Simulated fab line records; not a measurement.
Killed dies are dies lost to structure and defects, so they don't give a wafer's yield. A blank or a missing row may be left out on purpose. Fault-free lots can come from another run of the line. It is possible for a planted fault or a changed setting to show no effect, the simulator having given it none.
fab line records	flow sfq_line	part 1 of 2: steps 1 to 22 of 31
record lots=5	wafers=15	last_day=91
route steps=325 shown C5@248 M6@251 I6@266
lots untouched by any fault: they come from a run of this same line in which no faults occurred
start_h: start of the lot's first displayed wafer, in hours after the record's first day	wait_h: hours from the lot's prior step to this one	" repeats the value in the row above	L1.1+2: a single row standing in for several wafers	- either no value or no given start	* or withheld: withheld	< > ~ a bound
route shown NAME@n: names a module that has steps shown in the file, with the first one's number in the route	usual: average and standard deviation across the fault-free wafers	same: alike in all rows	chamber/n: place in a boat	sites: each site's reading	_std_site: how widely they spread, as a standard deviation	_edge_site: mean of outer sites minus mean of inner sites	radius_mm: how far each site lies from the wafer's centre	mask NAME#n: copy n	behind: the tool/chamber that last shaped the wafer	hold: why the lot went on hold/how many hours it stayed there/how the hold came to an end	device: the n, p or np transistor that did not switch	end of line: at the end of the route, the tests of the same wafers	where a step has no rows: the recipe by itself	killed: the dies lost at the first sort to structure and to defects; this is not the yield of the wafer	map: dies across one wafer; x = killed, . = not, _ = none there
set.NAME: the run value of the setting; set.NAME@STEP: its run value at that earlier step	model.NAME: the simulator's own value behind a step, which no gauge read
lots at selected steps of the route; one table per step, one row per wafer
services: the hour from which a tool's chamber was out of use, counted from the record's first day as start_h (under 0 if before that day), plus the number of hours and why
## steps
# step SFQ_TRILAYER_C5_ETCH_VIA_ETCH_154
# recipe target=SiO2	mask_material=PR	chemistry=CHF3	target_depth_nm=84	source_w=500	bias_w=80	pressure_mtorr=30	time_s=withheld	stop_on=Nb
# usual chamber_pressure_mTorr=29.998/0.028	drypump_motor_current_A=5.6/0.37	oes_product_au=0.895/0.0078
lot.wafer	tool	chamber	start_h	wait_h	chamber_pressure_mTorr	drypump_motor_current_A	oes_product_au
L078.2	rie_diel-04	3	1756.67	0.0	29.993	5.7	0.895
L078.3	"	0	"	"	29.950	5.7	0.908
L078.5	"	1	"	"	29.988	5.8	0.894
L093.1	rie_diel-02	1	1855.78	0.0	30.013	5.4	0.895
L093.3	"	3	"	"	29.923	6.4	0.884
L093.4	"	0	"	"	30.016	5.9	0.889
L094.1	rie_diel-04	3	1865.38	0.0	30.027	5.7	0.894
L094.4	"	0	"	"	29.966	5.7	0.895
L094.6	"	1	"	"	30.026	5.8	0.895
L095.1	rie_diel-04	1	1873.78	0.0	29.983	5.8	0.884
L095.4	"	3	"	"	29.966	5.7	0.891
L095.5	"	3	"	"	30.006	5.7	0.893
L096.3	rie_diel-03	2	1878.58	0.0	29.987	5.7	0.884
L096.4	"	1	"	"	29.961	5.6	0.894
L096.5	"	3	"	"	29.983	4.9	0.882
# step SFQ_TRILAYER_C5_STRIP_STRIP_155
# recipe gas=O2	power_w=200	platen_temp_c=40	overash_fraction=0.65	chemistry=O2	pressure_mtorr=50
# usual chamber_pressure_mTorr=50.00/0.043	drypump_motor_current_A=5.4/0.51	oes_product_au=1.002/0.012
lot.wafer	tool	chamber	start_h	wait_h	chamber_pressure_mTorr	drypump_motor_current_A	oes_product_au	rf_hours_counter_h
L078.2	rie_metal-02	1	1756.72	-	49.97	4.8	0.991	83
L078.3	"	0	"	"	50.02	5.8	1.026	-
L078.5	"	0	"	"	50.01	5.8	1.024	-
L093.1	rie_metal-02	1	1855.83	-	49.98	4.8	0.975	96
L093.3	"	0	"	"	50.01	5.8	1.014	-
L093.4	"	1	"	"	49.99	4.8	0.980	-
L094.1	rie_metal-01	0	1865.43	-	50.00	5.8	1.007	112
L094.4	"	1	"	"	49.99	5.0	0.994	-
L094.6	"	0	"	"	50.02	5.8	0.998	-
L095.1	rie_metal-02	0	1873.83	-	50.09	5.8	1.021	27
L095.4	"	1	"	"	49.97	4.8	0.999	-
L095.5	"	1	"	"	50.03	4.8	0.991	-
L096.3	rie_metal-02	1	1878.83	-	50.01	4.8	0.986	-
L096.4	"	0	"	"	50.05	5.8	1.019	-
L096.5	"	1	"	"	50.07	4.8	0.983	-
# step SFQ_TRILAYER_C5_STRIP_SOLV_CLEAN_156
# recipe chemistry=NMP	temp_c=70	time_s=600
# same time_s=600
lot.wafer	tool	chamber	start_h	wait_h
L078.2+3+5	wet_bench-03	4,6,1	1757.32	0.4
L093.1+3+4	wet_bench-04	5,2,1	1856.43	0.4
L094.1+4+6	wet_bench-04	1,6,2	1866.03	0.4
L095.1+4+5	wet_bench-03	4,3,6	1874.43	0.4
L096.3+4+5	wet_bench-03	4,6,5	1879.23	0.2
# step SFQ_TRILAYER_M6_DEP_PRE_CLEAN_158
# recipe gas=Ar	time_s=22.5	bias_v=250
# same time_s=22.5
lot.wafer	tool	chamber	start_h	wait_h
L078.2+3+5	pvd_sputter-04	-	1757.49	0.0
L093.1+3+4	pvd_sputter-05	-	1856.60	0.0
L094.1+4+6	pvd_sputter-06	-	1866.20	0.0
L095.1+4+5	pvd_sputter-04	-	1874.78	0.0
L096.3+4+5	pvd_sputter-06	-	1879.58	0.0
# step SFQ_TRILAYER_M6_DEP_SPUTTER_157
# recipe material=Nb	base_pressure_pa=1.33e-06	chamber_pressure_pa=0.1333	substrate_temp_c=20	target_thk_nm=200	power_w=2000	time_s=133.3
# usual chamber_pressure_pa=0.13335/0.00025	throttle_valve_pct=29.4/1.2
# same time_s=133.3
lot.wafer	tool	chamber	start_h	wait_h	chamber_pressure_pa	throttle_valve_pct
L078.2	pvd_sputter-04	-	1757.52	0.0	0.13328	29.9
L078.3	"	-	"	"	0.13315	28.7
L078.5	"	-	"	"	0.13355	28.6
L093.1	pvd_sputter-05	-	1856.63	0.0	0.13336	30.2
L093.3	"	-	"	"	0.13335	27.6
L093.4	"	-	"	"	0.13321	32.6
L094.1	pvd_sputter-06	-	1866.23	0.0	0.13344	29.9
L094.4	"	-	"	"	0.1335	29.3
L094.6	"	-	"	"	0.13361	28.9
L095.1	pvd_sputter-04	-	1874.81	0.0	0.13282	27.6
L095.4	"	-	"	"	0.13369	29.7
L095.5	"	-	"	"	0.13335	29.4
L096.3	pvd_sputter-06	-	1879.61	0.0	0.13373	29.4
L096.4	"	-	"	"	0.13352	29.8
L096.5	"	-	"	"	0.13359	28.8
# step SFQ_M6_RS_MEAS_938
# recipe thk_meas_gauge=four-point-probe	reads=Nb_of_TRILAYER_M6_DEP_SPUTTER_157
# usual M6_NB_RS=0.893/0.0099
lot.wafer	tool	chamber	start_h	wait_h	M6_NB_RS[ohm/sq]
L078.2	film_metro-02	-	1757.63	0.1	0.876
L078.3	"	-	"	"	0.891
L078.5	"	-	"	"	0.890
L093.1	film_metro-02	-	1856.72	0.0	0.896
L093.3	"	-	"	"	0.890
L093.4	"	-	"	"	0.882
L094.1	film_metro-03	-	1866.32	0.0	0.879
L094.4	"	-	"	"	0.877
L094.6	"	-	"	"	0.874
L095.1	film_metro-02	-	1874.90	0.0	0.889
L095.4	"	-	"	"	0.886
L095.5	"	-	"	"	0.890
L096.3	film_metro-01	-	1879.74	0.1	0.889
L096.4	"	-	"	"	0.892
L096.5	"	-	"	"	0.903
# step SFQ_TRILAYER_M6_LITHO_COAT_164
# recipe resist=BARC	spin_rpm=3000	resist_thk_nm=62
# usual chill_plate_temp_C=23.00/0.11	dispense_pressure_kPa=49.0/0.75
lot.wafer	tool	chamber	start_h	wait_h	chill_plate_temp_C	dispense_pressure_kPa
L078.2	litho_track-03	0	1757.84	0.1	22.98	49.2
L078.3	"	0	"	"	23.09	49.2
L078.5	"	0	"	"	23.13	49.2
L093.1	litho_track-03	0	1856.90	0.1	23.06	49.2
L093.3	"	0	"	"	22.93	49.2
L093.4	"	0	"	"	22.86	49.2
L094.1	litho_track-01	0	1866.50	0.1	23.31	47.9
L094.4	"	0	"	"	23.06	47.9
L094.6	"	0	"	"	23.26	47.9
L095.1	litho_track-03	0	1875.08	0.1	23.11	49.2
L095.4	"	0	"	"	23.04	49.2
L095.5	"	0	"	"	23.10	49.1
L096.3	litho_track-02	0	1879.98	0.1	23.07	49.8
L096.4	"	0	"	"	23.08	49.8
L096.5	"	0	"	"	22.88	49.8
# step SFQ_TRILAYER_M6_LITHO_COAT_159
# recipe resist=KrF	spin_rpm=3000	resist_thk_nm=600
# usual chill_plate_temp_C=22.99/0.11	dispense_pressure_kPa=49.0/0.75
lot.wafer	tool	chamber	start_h	wait_h	chill_plate_temp_C	dispense_pressure_kPa
L078.2	litho_track-03	0	1758.14	0.2	22.93	49.1
L078.3	"	0	"	"	23.04	49.1
L078.5	"	0	"	"	23.16	49.2
L093.1	litho_track-03	0	1857.20	0.2	23.12	49.2
L093.3	"	0	"	"	23.08	49.2
L093.4	"	0	"	"	22.95	49.2
L094.1	litho_track-01	0	1866.80	0.2	22.90	47.9
L094.4	"	0	"	"	23.06	47.9
L094.6	"	0	"	"	22.95	47.9
L095.1	litho_track-03	0	1875.38	0.2	22.98	49.2
L095.4	"	0	"	"	22.99	49.1
L095.5	"	0	"	"	23.02	49.2
L096.3	litho_track-02	0	1880.28	0.2	23.01	49.9
L096.4	"	0	"	"	22.83	49.8
L096.5	"	0	"	"	22.71	49.8
# step SFQ_TRILAYER_M6_LITHO_SOFTBAKE_163
# recipe temp_c=withheld	time_s=withheld	resist=KrF
# usual chill_plate_temp_C=*
lot.wafer	tool	chamber	start_h	wait_h	chill_plate_temp_C
L078.2	litho_track-03	0	1758.42	0.2	*
L078.3	"	0	"	"	*
L078.5	"	0	"	"	*
L093.1	litho_track-03	0	1857.50	0.2	*
L093.3	"	0	"	"	*
L093.4	"	0	"	"	*
L094.1	litho_track-01	0	1867.10	0.2	*
L094.4	"	0	"	"	*
L094.6	"	0	"	"	*
L095.1	litho_track-03	0	1875.68	0.2	*
L095.4	"	0	"	"	*
L095.5	"	0	"	"	*
L096.3	litho_track-02	0	1880.53	0.2	*
L096.4	"	0	"	"	*
L096.5	"	0	"	"	*
# step SFQ_TRILAYER_M6_LITHO_EXPOSE_160
# recipe mask_id=M6	na=0.6	source_shape=conventional	sigma_outer=0.65	target_cd_nm=500	dose_mj=14.4
lot.wafer	tool	chamber	start_h	wait_h	mask
L078.2+3+5	krf_scanner-01	0	1786.79	-	M6#0
L093.1+3+4	krf_scanner-01	0	1867.97	-	M6#0
L094.1+4+6	krf_scanner-01	0	1872.77	-	M6#0
L095.1+4+5	krf_scanner-01	0	1889.12	-	M6#0
L096.3+4+5	krf_scanner-01	0	1891.92	-	M6#0
# step SFQ_TRILAYER_M6_LITHO_PEB_162
# recipe peb_temp_c=115	peb_time_s=60	resist=KrF
# usual chill_plate_temp_C=22.99/0.094
lot.wafer	tool	chamber	start_h	wait_h	chill_plate_temp_C
L078.2	litho_track-02	0	1787.82	0.8	22.90
L078.3	"	0	"	"	22.94
L078.5	"	0	"	"	22.99
L093.1	litho_track-02	0	1869.17	1.0	23.08
L093.3	"	0	"	"	22.84
L093.4	"	0	"	"	23.11
L094.1	litho_track-03	0	1873.97	1.0	23.07
L094.4	"	0	"	"	23.06
L094.6	"	0	"	"	22.93
L095.1	litho_track-03	0	1890.32	1.0	23.12
L095.4	"	0	"	"	23.01
L095.5	"	0	"	"	23.11
L096.3	litho_track-02	0	1892.77	0.7	23.09
L096.4	"	0	"	"	22.91
L096.5	"	0	"	"	22.84
# step SFQ_TRILAYER_M6_LITHO_DEVELOP_161
# recipe time_s=60	resist=KrF
# usual chill_plate_temp_C=23.00/0.11
# same time_s=60
lot.wafer	tool	chamber	start_h	wait_h	chill_plate_temp_C
L078.2	litho_track-02	0	1787.97	0.1	23.05
L078.3	"	0	"	"	23.02
L078.5	"	0	"	"	23.12
L093.1	litho_track-02	0	1869.32	0.1	23.13
L093.3	"	0	"	"	22.88
L093.4	"	0	"	"	23.15
L094.1	litho_track-03	0	1874.12	0.1	23.17
L094.4	"	0	"	"	22.97
L094.6	"	0	"	"	23.07
L095.1	litho_track-03	0	1890.47	0.1	23.10
L095.4	"	0	"	"	23.09
L095.5	"	0	"	"	23.23
L096.3	litho_track-02	0	1892.92	0.1	22.80
L096.4	"	0	"	"	22.89
L096.5	"	0	"	"	23.06
# step SFQ_M6_OVL_MEAS_940
# usual M6_OVL=5/4.6
lot.wafer	tool	chamber	start_h	wait_h	M6_OVL[nm]
L078.2	overlay-01	-	1788.10	0.1	4
L078.3	"	-	"	"	6
L078.5	"	-	"	"	7
L093.1	overlay-02	-	1869.47	0.1	8
L093.3	"	-	"	"	8
L093.4	"	-	"	"	11
L094.1	overlay-02	-	1874.27	0.1	3
L094.4	"	-	"	"	10
L094.6	"	-	"	"	5
L095.1	overlay-01	-	1890.62	0.1	8
L095.4	"	-	"	"	0
L095.5	"	-	"	"	3
L096.3	overlay-01	-	1893.03	0.1	8
L096.4	"	-	"	"	9
L096.5	"	-	"	"	7
# step SFQ_TRILAYER_M6_BARC_OPEN_METAL_ETCH_206
# recipe mask_material=PR	chemistry=O2	target_depth_nm=125	target=BARC	icp_w=600	bias_w=80	pressure_mtorr=10	time_s=41.7
# usual chamber_pressure_mTorr=9.999/0.01	drypump_motor_current_A=5.4/0.42	oes_product_au=0.685/0.0042
# same time_s=41.7
lot.wafer	tool	chamber	start_h	wait_h	chamber_pressure_mTorr	drypump_motor_current_A	oes_product_au	rf_hours_counter_h
L078.2	rie_metal-01	0	1788.13	0.0	10.003	5.8	0.683	102
L078.3	"	1	"	"	10.017	5.0	0.684	-
L078.5	"	0	"	"	10.006	5.8	0.689	-
L093.1	rie_metal-01	0	1869.50	0.0	10.008	5.8	0.686	113
L093.3	"	0	"	"	10.000	5.9	0.682	-
L093.4	"	1	"	"	10.009	5.0	0.683	-
L094.1	rie_metal-03	0	1874.30	0.0	9.991	5.7	0.687	49
L094.4	"	0	"	"	9.993	5.7	0.686	-
L094.6	"	0	"	"	9.983	5.7	0.690	-
L095.1	rie_metal-01	1	1890.65	0.0	9.999	5.0	0.692	115
L095.4	"	1	"	"	9.980	5.0	0.685	-
L095.5	"	0	"	"	9.998	5.8	0.691	-
L096.3	rie_metal-02	1	1893.07	0.0	9.999	4.8	0.679	-
L096.4	"	0	"	"	9.989	5.8	0.688	-
L096.5	"	1	"	"	9.997	4.8	0.680	-
# step SFQ_TRILAYER_M6_ETCH_METAL_ETCH_162
# recipe target=Nb	stop_on=SiO2	mask_material=PR	chemistry=Cl2/Ar	target_depth_nm=240	icp_w=600	bias_w=80	pressure_mtorr=10	time_s=120
# usual chamber_pressure_mTorr=10.000/0.0094	drypump_motor_current_A=5.4/0.42	oes_product_au=0.893/0.0072
# same time_s=120
lot.wafer	tool	chamber	start_h	wait_h	chamber_pressure_mTorr	drypump_motor_current_A	oes_product_au	rf_hours_counter_h
L078.2	rie_metal-01	0	1788.19	0.0	9.992	5.8	0.902	102
L078.3	"	1	"	"	10.001	5.0	0.897	-
L078.5	"	0	"	"	10.002	5.8	0.899	-
L093.1	rie_metal-01	0	1869.56	0.0	10.013	5.8	0.899	113
L093.3	"	0	"	"	9.991	5.8	0.887	-
L093.4	"	1	"	"	9.998	5.0	0.911	-
L094.1	rie_metal-03	0	1874.36	0.0	9.994	5.6	0.896	49
L094.4	"	0	"	"	9.996	5.6	0.905	-
L094.6	"	0	"	"	10.012	5.6	0.902	-
L095.1	rie_metal-01	1	1890.71	0.0	10.010	5.0	0.893	115
L095.4	"	1	"	"	9.988	5.0	0.893	-
L095.5	"	0	"	"	9.979	5.8	0.892	-
L096.3	rie_metal-02	1	1893.16	0.1	10.007	4.8	0.889	-
L096.4	"	0	"	"	10.004	5.8	0.892	-
L096.5	"	1	"	"	9.996	4.8	0.886	-
# step SFQ_TRILAYER_M6_STRIP_STRIP_163
# recipe gas=O2	power_w=200	platen_temp_c=40	overash_fraction=0.65	chemistry=O2	pressure_mtorr=50
# usual chamber_pressure_mTorr=50.00/0.044	drypump_motor_current_A=5.4/0.42	oes_product_au=1.002/0.0099
lot.wafer	tool	chamber	start_h	wait_h	chamber_pressure_mTorr	drypump_motor_current_A	oes_product_au	rf_hours_counter_h
L078.2	rie_metal-01	0	1788.31	0.1	49.94	5.8	1.004	102
L078.3	"	1	"	"	50.01	5.0	0.991	-
L078.5	"	0	"	"	49.97	5.9	1.021	-
L093.1	rie_metal-01	0	1869.69	0.1	50.03	5.8	0.992	113
L093.3	"	0	"	"	49.99	5.8	1.000	-
L093.4	"	1	"	"	50.13	5.0	1.009	-
L094.1	rie_metal-03	0	1874.49	0.1	50.02	5.6	1.001	49
L094.4	"	0	"	"	50.00	5.6	1.001	-
L094.6	"	0	"	"	50.06	5.6	1.004	-
L095.1	rie_metal-01	1	1890.84	0.1	50.01	5.0	0.995	115
L095.4	"	1	"	"	50.00	5.0	0.998	-
L095.5	"	0	"	"	49.97	5.9	0.993	-
L096.3	rie_metal-02	1	1893.44	0.2	50.00	4.8	0.997	-
L096.4	"	0	"	"	50.02	5.8	1.028	-
L096.5	"	1	"	"	49.99	4.8	0.980	-
# step SFQ_TRILAYER_M6_STRIP_SOLV_CLEAN_164
# recipe chemistry=NMP	temp_c=70	time_s=600
# same time_s=600
lot.wafer	tool	chamber	start_h	wait_h
L078.2+3+5	wet_bench-04	4,1,3	1788.91	0.4
L093.1+3+4	wet_bench-03	0,6,2	1870.29	0.4
L094.1+4+6	wet_bench-01	6,7,3	1875.09	0.4
L095.1+4+5	wet_bench-03	0,5,3	1891.44	0.4
L096.3+4+5	wet_bench-04	0,7,2	1893.84	0.2
# step SFQ_TRILAYER_I6_DEP_PECVD_165
# recipe material=SiO2	temp_c=150	time_s=111.11	pressure_torr=2.4	rf_w=183.3	precursor=SiH4/N2O	target_thk_nm=500
# usual chamber_pressure_Torr=2.401/0.0046	heater_power_w=83/13	throttle_valve_pct=24.0/1.6
# same time_s=111.11
lot.wafer	tool	chamber	start_h	wait_h	chamber_pressure_Torr	heater_power_w	throttle_valve_pct
L078.2	pecvd-03	1	1789.09	0.0	2.404	76	25.8
L078.3	"	0	"	"	2.404	87	25.1
L078.5	"	1	"	"	2.412	79	26.0
L093.1	pecvd-04	1	1870.64	0.0	2.406	91	22.4
L093.3	"	0	"	"	2.402	73	23.2
L093.4	"	0	"	"	2.400	74	23.4
L094.1	pecvd-04	0	1875.26	0.0	2.397	74	23.2
L094.4	"	0	"	"	2.401	75	23.2
L094.6	"	2	"	"	2.400	88	22.1
L095.1	pecvd-04	1	1891.79	0.0	2.389	90	22.4
L095.4	"	2	"	"	2.398	81	21.7
L095.5	"	0	"	"	2.405	79	23.4
L096.3	pecvd-01	0	1894.01	0.0	2.391	81	25.6
L096.4	"	2	"	"	2.396	115	25.4
L096.5	"	1	"	"	2.404	79	24.6
# step SFQ_TRILAYER_I6_CMP_CMP_166
# recipe material=SiO2	down_force_psi=3	platen_rpm=60	pad_velocity_m_s=0.94248
# usual motor_current_A=10.1/1.4	time_to_endpoint_s=213/7.9
lot.wafer	tool	chamber	start_h	wait_h	motor_current_A	time_to_endpoint_s
L078.2	cmp-02	3	1793.87	4.7	8.8	205
L078.3	"	2	1795.37	6.2	11.2	209
L078.5	"	0	1796.37	7.2	10.1	205
L093.1	cmp-02	2	1873.24	2.6	11.8	218
L093.4	"	3	"	"	8.8	211
L093.3	"	0	"	"	10.6	212
L094.4	cmp-01	1	1882.70	7.4	7.6	219
L094.1	"	2	"	"	10.2	206
L094.6	"	0	1884.20	8.9	12.7	208
L095.4	cmp-02	0	1892.37	0.5	10.3	213
L095.1	"	1	"	"	10.1	208
L095.5	"	0	1894.37	2.5	10.9	216
L096.4	cmp-01	3	1894.59	0.5	10.8	211
L096.3	"	1	1895.59	1.5	7.7	211
L096.5	"	3	1896.59	2.5	10.5	212
# step SFQ_I6_BOW_MEAS_941
# recipe mode=bow
# usual I6_BOW=8/9
lot.wafer	tool	chamber	start_h	wait_h	I6_BOW[um]
L078.2	film_metro-01	-	1796.89	2.5	4
L078.3	"	-	"	"	5
L078.5	"	-	"	"	14
L093.1	film_metro-01	-	1875.74	2.0	16
L093.3	"	-	"	"	19
L093.4	"	-	"	"	26
L094.1	film_metro-02	-	1884.70	1.0	1
L094.4	"	-	"	"	-5
L094.6	"	-	"	"	-8
L095.1	film_metro-02	-	1894.87	1.5	6
L095.4	"	-	"	"	4
L095.5	"	-	"	"	8
L096.3	film_metro-01	-	1897.13	1.0	25
L096.4	"	-	"	"	26
L096.5	"	-	"	"	17
# step SFQ_TRILAYER_I6_METRO_MEASURE_167
# usual thk_nm=199.6/1.3
lot.wafer	tool	chamber	start_h	wait_h	thk_nm
L078.2	film_metro-01	-	1797.19	0.3	196.9
L078.3	"	-	"	"	197.6
L078.5	"	-	"	"	199.3
L093.1	film_metro-01	-	1875.86	0.1	198.5
L093.3	"	-	"	"	196.9
L093.4	"	-	"	"	196.7
L094.1	film_metro-02	-	1884.82	0.1	198.8
L094.4	"	-	"	"	200.4
L094.6	"	-	"	"	198.3
L095.1	film_metro-02	-	1894.99	0.1	199.9
L095.4	"	-	"	"	199.5
L095.5	"	-	"	"	199.5
L096.3	film_metro-01	-	1897.61	0.5	200.5
L096.4	"	-	"	"	199.9
L096.5	"	-	"	"	199.7
# step SFQ_TRILAYER_I6_VIA_LITHO_COAT_174
# recipe resist=BARC	spin_rpm=3000	resist_thk_nm=62
# usual chill_plate_temp_C=23.01/0.1	dispense_pressure_kPa=51.9/2.8
lot.wafer	tool	chamber	start_h	wait_h	chill_plate_temp_C	dispense_pressure_kPa
L078.2	litho_track-02	0	1798.24	0.8	22.99	49.9
L078.3	"	0	"	"	23.06	49.8
L078.5	"	0	"	"	22.98	49.8
L093.1	litho_track-02	0	1877.06	1.0	23.06	49.8
L093.3	"	0	"	"	23.10	49.8
L093.4	"	0	"	"	23.14	49.9
L094.1	litho_track-04	0	1886.02	1.0	23.09	55.2
L094.4	"	0	"	"	22.98	55.2
L094.6	"	0	"	"	23.15	55.1
L095.1	litho_track-04	0	1896.19	1.0	23.24	55.2
L095.4	"	0	"	"	23.20	55.2
L095.5	"	0	"	"	23.15	55.2
L096.3	litho_track-04	0	1898.51	0.7	22.91	55.1
L096.4	"	0	"	"	22.95	55.2
L096.5	"	0	"	"	23.03	55.2
